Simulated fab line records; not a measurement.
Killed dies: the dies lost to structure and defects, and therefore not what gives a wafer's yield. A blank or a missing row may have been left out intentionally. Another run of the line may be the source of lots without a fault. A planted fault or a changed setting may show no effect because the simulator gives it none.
Problem report in the 8D (eight disciplines) form, filled by code || flow gf180mcu || the parts of the form that need people (team, actions taken, sign-off) are left out

## 1. WHAT WENT WRONG
chamber pressure pa at GF_V4_SPUTTER_21 reads a mean of 4.670 Pa on 2 wafers of 2 lots; wafers without a fault read 4.999 Pa with a standard deviation of 0.011. That is -30 standard deviations from the usual mean.
The step: material Ti, target thk 15 nm, time 80.02 s.
First observed at day 28 15:23: wafer L549.5, on pvd sputter-04. The record holds 18 wafers of 6 lots with a number at this step. The rule behind "out" and "out of limits": a value lying over 4 standard deviations away from the usual mean. The rest of the wafers with a number are treated as sound.

## 2. WHAT IT IS; WHAT IT IS NOT
{"question": "which readings at this step", "is": "chamber pressure pa", "is not": "cathode dc power W, substrate temp c, throttle valve pct"}
{"question": "which lots", "is": "L549, L551", "is not": "L539, L543, L555, L556"}
{"question": "which wafers of those lots", "is": "L549.5, L551.2", "is not": "L549.2, L549.6, L551.3, L551.4"}
{"question": "read on which tools", "is": "pvd sputter-04", "is not": "pvd sputter-01, pvd sputter-03"}
{"question": "when", "is": "from day 28 15:23", "is not": "up to then (8 sound wafers); but 8 sound wafers of L551, L555, L556 came after"}

## 3. WHAT RULES OUT EACH SUSPECT
Counting: if a tool at a process step up to the reading ran every lot that is out, it stays a suspect. Sound lots after the first of them don't rule it out here, since some wafers of a struck lot are sound.
- rie diel-01 at GF_V4_ETCH_16 (etches BARC in N2/H2): kept. It ran every lot that is out, first L549 (day 28 14:41).
- rie diel-01 at GF_V4_ETCH_17 (etches SiO2 in C4F8/O2/Ar, stops on TiN, target depth 630 nm): kept. It ran every lot that is out, first L549 (day 28 14:49). Because GF_V4_ETCH_17 lacks a start for some lots, the hours and order of its lots are taken from GF_V4_STRIP_18.
- plasma asher-04 at GF_V4_STRIP_18 (strips in O2/N2): kept. It ran every lot that is out, first L549 (day 28 14:49).
- pvd sputter-04 at GF_V4_SPUTTER_21 (material Ti, target thk 15 nm, time 80.02 s): kept. Every lot that is out went through it, the first being L549 (day 28 15:23); the last sound lot it ran before that was L543 (day 26 12:42). On those wafers its own readings are out: chamber pressure pa.
Left after counting: rie diel-01 at GF_V4_ETCH_16, rie diel-01 at GF_V4_ETCH_17, plasma asher-04 at GF_V4_STRIP_18, pvd sputter-04 at GF_V4_SPUTTER_21.

## 4. THE CAUSE (what the simulator had put in)
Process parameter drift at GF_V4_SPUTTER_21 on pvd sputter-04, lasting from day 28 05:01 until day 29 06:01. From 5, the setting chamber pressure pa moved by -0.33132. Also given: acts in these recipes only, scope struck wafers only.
After counting, 4 suspects remain, this tool included.

## 5. THE EFFECT CHAIN, in route order
Each row: a reading where the mean over the struck wafers with a number is more than 3 standard deviations away from the usual. Only readings for which the record gives a usual standard deviation are gone through. hours: the time from each lot's start at the first step in this table that gives one to its start at this step, as a median over the lots. sigmas: the change in usual standard deviations.
{"hours": 0, "step": "GF_V4_SPUTTER_21", "reading": "chamber pressure pa", "usual": "4.999 Pa", "on struck wafers": 4.670, "change": -0.329, "sigmas": -30}
Its process steps:
- GF_V4_SPUTTER_21: material Ti, target thk 15 nm, time 80.02 s.

## 6. WHAT WOULD HAVE CAUGHT IT SOONER
The fault began at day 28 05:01; the first out-of-limits reading in this record came at day 28 15:23, 10 hours later.
